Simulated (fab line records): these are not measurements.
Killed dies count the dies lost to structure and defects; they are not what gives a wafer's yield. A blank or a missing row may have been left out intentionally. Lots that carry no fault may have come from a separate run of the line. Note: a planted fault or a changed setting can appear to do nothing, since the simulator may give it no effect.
What tool caused it? -- flow gf180mcu -- 33 wafers from 11 lots sampled at 5 of the route's 602 steps

== WHAT THE GAUGES SHOWED, per wafer ==
GF_PSD_RS_MEAS_14: measures by four-point-probe.
lot,measured,on,NSD_RS (ohm/sq)
L825,day 14 09:20,filmMetro-04,46.12 46.07 46.15
L826,day 14 13:14,filmMetro-02,46.18 46.08 46.16
L827,day 15 06:05,filmMetro-04,46.21 46.14 46.22
L830,day 16 01:53,filmMetro-02,45.82 46.04 46.07
L831,day 16 16:05,filmMetro-01,45.97 45.99 46.07
L833,day 17 07:41,filmMetro-04,46.14 46.13 46.01
L834,day 17 13:50,filmMetro-02,46.11 46.03 46.18
L837,day 18 19:09,filmMetro-02,46.10 46.20 46.12
L840,day 19 14:26,filmMetro-01,46.11 46.15 46.10
L843,day 20 13:38,filmMetro-04,42.75 42.74 42.73 42.73 42.67 42.51
L844,day 21 03:44,filmMetro-04,42.61 42.62 42.73 42.63 42.59 42.61

GF_SAB_CD_MEAS_09: target cd 420 nm.
lot,measured,on,cdNm (nm)
L825,day 15 06:44,cdSem-01,420.2 420.6 417.8
L826,day 15 10:59,cdSem-01,420.3 420.2 418.4
L827,day 16 03:56,cdSem-01,418.4 417.7 419.6
L830,day 17 00:38,cdSem-02,419.7 417.1 416.2
L831,day 17 14:26,cdSem-02,418.5 418.3 416.1
L833,day 18 07:04,cdSem-01,418.1 419.1 420.4
L834,day 18 13:23,cdSem-01,422.3 420.8 421.6
L837,day 19 18:59,cdSem-01,418.7 418.6 418.9
L840,day 20 15:06,cdSem-02,420.2 422.8 424.3
L843,day 21 14:02,cdSem-02,424.4 419.0 419.3
L844,day 22 03:23,cdSem-01,420.6 420.9 419.9

== EACH LOT AND THE TOOL THAT RAN IT (in order: tool; ch and the chambers of the sampled wafers; start) ==
lot,GF_HV_LDD_STRIP_22,GF_NSD_IMPLANT_10,GF_NSD_STRIP_11
L825,"plasmaAsher-03 ch 0, day 10 21:26","implanter-04 ch 0, day 13 11:34","plasmaAsher-02 ch 0, day 13 11:43"
L826,"plasmaAsher-04 ch 0,1, day 11 02:17","implanter-04 ch 0, day 13 15:20","plasmaAsher-02 ch 0,1, day 13 15:29"
L827,"plasmaAsher-03 ch 0,1, day 11 15:43","implanter-01 ch 0, day 14 07:47","plasmaAsher-03 ch 0,1, day 14 07:56"
L830,"plasmaAsher-01 ch 0,1, day 12 10:37","implanter-04 ch 0, day 15 04:11","plasmaAsher-01 ch 0,1, day 15 04:20"
L831,"plasmaAsher-04 ch 0,1, day 12 22:16","implanter-02 ch 0, day 15 17:25","plasmaAsher-01 ch 0,1, day 15 17:34"
L833,"plasmaAsher-04 ch 0,1, day 13 12:08","implanter-04 ch 0, day 16 08:55","plasmaAsher-01 ch 0,1, day 16 09:02"
L834,"plasmaAsher-01 ch 0,1, day 13 17:03","implanter-04 ch 0, day 16 14:53","plasmaAsher-01 ch 0,1, day 16 15:02"
L837,"plasmaAsher-04 ch 0,1, day 14 19:25","implanter-02 ch 0, day 17 18:38","plasmaAsher-03 ch 0,1, day 17 18:47"
L840,"plasmaAsher-01 ch 0,1, day 15 13:59","implanter-04 ch 0, day 18 12:47","plasmaAsher-02 ch 0,1, day 18 12:56"
L843,"plasmaAsher-01 ch 0,1, day 16 10:04","implanter-04 ch 0, day 19 13:14","plasmaAsher-03 ch 0, day 19 13:23"
L844,"plasmaAsher-01 ch 0,1, day 16 22:35","implanter-04 ch 0, day 20 02:35","plasmaAsher-02 ch 0,1, day 20 02:44"
- GF_HV_LDD_STRIP_22: strips in O2/N2.
- GF_NSD_IMPLANT_10
- GF_NSD_STRIP_11: strips in O2/N2.

== AS READ BY THE TOOLS THEMSELVES (means over the sampled wafers that have a number; for cases with no such wafer, the mark the record gives instead) ==
GF_HV_LDD_STRIP_22.
lot,tool,drypumpMotorCurrentA (A),heaterPowerW (W),oesProductAu (a.u.),stripTimeToEndpointS (s)
L825,plasmaAsher-03,6.1,366,0.712,12.61
L826,plasmaAsher-04,6.1,313,0.712,12.62
L827,plasmaAsher-03,5.9,369,0.714,12.62
L830,plasmaAsher-01,5.5,355,0.715,12.58
L831,plasmaAsher-04,6.1,311,0.714,12.69
L833,plasmaAsher-04,6.4,299,0.720,12.57
L834,plasmaAsher-01,5.5,361,0.716,12.61
L837,plasmaAsher-04,6.4,299,0.720,12.66
L840,plasmaAsher-01,5.3,373,0.710,12.54
L843,plasmaAsher-01,5.5,361,0.710,12.63
L844,plasmaAsher-01,5.5,355,0.715,12.62

GF_NSD_IMPLANT_10.
lot,tool,doseIonsCm2,endStationPressureTorr (Torr),faradayCurrentUA
L825,implanter-04,5e+14,7.5e-06,2731
L826,implanter-04,5e+14,7.3e-06,2810
L827,implanter-01,5e+14,7.7e-06,2764
L830,implanter-04,5e+14,7.4e-06,2839
L831,implanter-02,5e+14,7.2e-06,2882
L833,implanter-04,5e+14,7.4e-06,2718
L834,implanter-04,5e+14,7.0e-06,2771
L837,implanter-02,5e+14,7.4e-06,2807
L840,implanter-04,5e+14,7.4e-06,2821
L843,implanter-04,8e+14,9.2e-06,4482
L844,implanter-04,8e+14,8.3e-06,4430

GF_NSD_STRIP_11.
lot,tool,drypumpMotorCurrentA (A),heaterPowerW (W),oesProductAu (a.u.),stripTimeToEndpointS (s)
L825,plasmaAsher-02,6.2,334,0.487,22.92
L826,plasmaAsher-02,5.6,331,0.488,23.00
L827,plasmaAsher-03,5.9,361,0.489,22.92
L830,plasmaAsher-01,5.3,375,0.484,22.97
L831,plasmaAsher-01,5.3,379,0.485,22.95
L833,plasmaAsher-01,5.3,378,0.482,22.89
L834,plasmaAsher-01,5.5,354,0.483,22.92
L837,plasmaAsher-03,5.9,363,0.492,22.98
L840,plasmaAsher-02,5.9,337,0.490,22.98
L843,plasmaAsher-03,6.1,374,0.483,23.19
L844,plasmaAsher-02,5.6,328,0.485,23.23

== THE ANSWER, worked out from the rows above alone ==
Rule: the usual values come from the lots themselves. Put in order of their means at a reading, lots are off if they are a third of the lots or fewer, leave a main group of 4 or more, and stand apart from it by a gap of 3 or more times the standard deviation of the main group's means; of several such gaps the widest counts. A main group is skipped when, at the precision printed for the reading in the tables above, its means are all equal. A lot without any number at a reading at which 4 lots or more have one is off too. The other lots that the step has rows for count as sound. Order of review: gauges by route order, followed by the tools' own readings, for which a lot's mean as printed above is used. The first step at which some lot is off is used, and at that step the reading that is off furthest; a lot without a number counts as furthest.
Off: L843, L844, at GF_PSD_RS_MEAS_14 (NSD_RS). For the main group the mean is 46.10 ohm/sq and the standard deviation 0.063.
A tool fits if, at a process step before that reading, it ran every lot that is off, and no sound lot after the first of them. Not tried: the gauges at GF_PSD_RS_MEAS_14; whatever is off there is also off at GF_NSD_IMPLANT_10, on other tools, and gauge error can't account for it. 2 tools fit, plasmaAsher-01 at GF_HV_LDD_STRIP_22 and implanter-04 at GF_NSD_IMPLANT_10, so this cannot tell which one it is.

== WHAT THE SIMULATOR HAD INSERTED ==
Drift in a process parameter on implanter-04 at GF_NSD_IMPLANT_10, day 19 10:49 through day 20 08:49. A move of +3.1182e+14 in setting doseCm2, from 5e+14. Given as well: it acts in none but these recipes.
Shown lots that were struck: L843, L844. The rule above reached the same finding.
